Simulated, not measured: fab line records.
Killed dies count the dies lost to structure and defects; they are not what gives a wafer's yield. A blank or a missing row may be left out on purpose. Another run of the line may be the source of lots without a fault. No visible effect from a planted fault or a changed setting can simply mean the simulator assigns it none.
The same fault as seen by 2 desks || flow gf180mcu || numbers are kept per desk, each desk with only its own; the story behind them comes last

## DESK OF THE TOOL OWNER: implanter-04
GF_LVPWELL_IMPLANT_08, tool's own readings: per-lot mean of the sampled wafers with a number, covering each lot this tool ran. Marked OUT: a lot whose mean sits more than 4 standard deviations from the usual mean, which makes it out of limits; the brackets give that distance.
Columns: A = beamOnS at GF_LVPWELL_IMPLANT_08, usual 10.01 s; B = faradayCurrentUA at GF_LVPWELL_IMPLANT_08, usual 84.5
{"lot": "L780", "first seen here": "day 3 20:31", "A": 10.01, "B": 84.6}
{"lot": "L782", "first seen here": "day 4 09:41", "A": 10.03, "B": 84.4}
{"lot": "L784", "first seen here": "day 4 18:11", "A": 10.06, "B": 83.9}
{"lot": "L791", "first seen here": "day 6 20:19", "A": 10.51, "B": 80.9}
Result from this desk: across the 4 lots, nothing is out of limits.

## METROLOGY DESK
What the gauges read for every lot (on any tool): the sampled wafers with a number, averaged. Marked OUT: a lot whose mean sits more than 4 standard deviations from the usual mean, which makes it out of limits; the brackets give that distance.
Columns: A = LVPWELL_OVL at GF_LVPWELL_OVL_MEAS_07, usual 0.1 nm; B = LVPWELL_TW at GF_LVPWELL_TW_MEAS_11, usual 563; C = LVPWELL_RS at GF_VT_IMPLANT_RS_MEAS_48, usual 1197 ohm/sq
{"lot": "L780", "first seen here": "day 3 20:28", "A": 1.1, "B": 561, "C": 1193}
{"lot": "L781", "first seen here": "day 4 02:34", "A": 0.3, "B": 569, "C": 1200}
{"lot": "L782", "first seen here": "day 4 09:39", "A": 0.9, "B": 570, "C": 1194}
{"lot": "L783", "first seen here": "day 4 13:27", "A": -0.9, "B": 561, "C": 1200}
{"lot": "L784", "first seen here": "day 4 18:08", "A": 0.4, "B": 559, "C": 1201}
{"lot": "L791", "first seen here": "day 6 20:13", "A": 1.2, "B": 570, "C": "1162 (-11) OUT"}
{"lot": "L794", "first seen here": "day 7 09:07", "A": -1.1, "B": 558, "C": 1196}
{"lot": "L796", "first seen here": "day 7 16:05", "A": 0.8, "B": 561, "C": 1198}
{"lot": "L798", "first seen here": "day 8 01:20", "A": -0.2, "B": 557, "C": 1200}
{"lot": "L800", "first seen here": "day 8 15:13", "A": -0.8, "B": 563, "C": 1196}
{"lot": "L801", "first seen here": "day 8 19:55", "A": -1.0, "B": 563, "C": 1195}
{"lot": "L802", "first seen here": "day 9 03:01", "A": -1.6, "B": 566, "C": 1194}
This desk reports L791 out of limits; the earliest was L791 at day 11 03:49 (LVPWELL_RS at GF_VT_IMPLANT_RS_MEAS_48). Within limits: L780, L781, L782, L783, L784, L794, L796, L798, L800, L801, L802.

## ALL TOGETHER
An alarm was possible from the metrology desk at day 11 03:49, on L791.
The desk of the tool owner found nothing out of limits.
The tool owner's desk has L791 on record, within its limits.
GF_LVPWELL_IMPLANT_08 was run on implanter-04 by each of the lots named.

## WHAT WAS PUT IN BY THE SIMULATOR
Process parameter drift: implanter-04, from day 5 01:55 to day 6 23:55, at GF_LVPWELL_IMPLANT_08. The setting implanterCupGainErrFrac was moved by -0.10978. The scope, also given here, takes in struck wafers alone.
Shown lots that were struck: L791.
Time in hours between the start of the fault and the first out-of-limits reading at each desk: metrology desk, 146.
